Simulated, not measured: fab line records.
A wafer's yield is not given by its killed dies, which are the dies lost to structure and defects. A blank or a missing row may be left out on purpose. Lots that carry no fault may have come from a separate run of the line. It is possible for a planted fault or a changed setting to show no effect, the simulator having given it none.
Problem report, 8D (eight disciplines) form, completed by code + flow gf180mcu + the parts of the form that need people (team, actions taken, sign-off) are left out

1. PROBLEM STATEMENT
MVPSD_RS at GF_VT_IMPLANT_RS_MEAS_49 reads a mean of 1192 ohm/sq on 9 wafers of 3 lots; wafers without a fault read 1167 ohm/sq with a standard deviation of 3.1. That is +8.1 standard deviations from the usual mean.
The step: measures by four-point-probe.
Seen first at day 12 04:23 on film-metro-04, wafer L474.1. The record holds 39 wafers of 13 lots with a number at this step. Rule for "out", or "out of limits": more than 4 standard deviations from the usual mean. All remaining wafers that have a number are taken as sound.

2. WHAT IT IS, AND WHAT IT ISN'T
| question                    | is                           | is not                                                                    |
|-----------------------------|------------------------------|---------------------------------------------------------------------------|
| which readings at this step | MVPSD_RS                     | -                                                                         |
| which lots                  | L474, L477, L479             | L458, L459, L460, L462, L463, L464, L468, L470, L475, L476                |
| which wafers of those lots  | all that have a number       | -                                                                         |
| read on which gauges        | film-metro-03, film-metro-04 | film-metro-01                                                             |
| when                        | from day 12 04:23            | up to then (24 sound wafers); but 6 sound wafers of L475, L476 came after |

3. THE SUSPECTS, EACH WITH WHAT RULES IT OUT
Counting: a tool stays on the suspect list if, at a process step up to the reading, it processed all lots that are out and no sound lot following the first of them.
- ruled out: the gauge at GF_VT_IMPLANT_RS_MEAS_49. Those wafers that are out were read across 2 gauges (film-metro-03, film-metro-04).
- implanter-01 at GF_MVPSD_IMPLANT_08: kept. It processed each lot that is out, first L474 at day 9 02:55, and no sound lot thereafter; up to then, the last sound lot it processed was L470 at day 7 22:29. On those wafers its own readings are out: beam-energy-keV.
Remaining after the count: implanter-01 at GF_MVPSD_IMPLANT_08.

4. THE CAUSE (what the simulator had put in)
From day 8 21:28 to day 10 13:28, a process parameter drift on implanter-01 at GF_MVPSD_IMPLANT_08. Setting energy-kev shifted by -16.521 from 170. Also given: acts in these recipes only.
Only this tool survived the counting.

5. THE CHAIN OF EFFECTS, in route order
Each row: a reading whose mean over the struck wafers that have a number lies more than 3 standard deviations from the usual. Readings are gone through only where the record gives a usual standard deviation; hours: the median, over the lots, of the time from a lot's start at the first step in this table giving one to that lot's start at this step; sigmas: the change measured in usual standard deviations.
| hours | step                     | reading         | usual       | on struck wafers | change | sigmas      |
|-------|--------------------------|-----------------|-------------|------------------|--------|-------------|
| 0     | GF_MVPSD_IMPLANT_08      | beam-energy-keV | 170.01      | 153.48           | -16.53 | -99 or more |
| 76    | GF_VT_IMPLANT_RS_MEAS_49 | MVPSD_RS        | 1167 ohm/sq | 1192             | +25    | +8.1        |
The process steps in it:
- GF_MVPSD_IMPLANT_08

6. WHAT WOULD HAVE CAUGHT IT SOONER
79 hours passed between the start of the fault at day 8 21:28 and the first reading out of limits at a measuring or inspecting step in this record, taken at day 12 04:23.
At GF_MVPSD_IMPLANT_08, the tool's own readings (beam-energy-keV) were out on each struck wafer the step has a row for, so an alarm limit on them would have fired on the first such wafer.
Each of the lots that are out, 3 in all, had begun GF_MVPSD_IMPLANT_08 on implanter-01 no later than day 12 04:23. Had the tool been put on hold then, not one of them would have been saved.
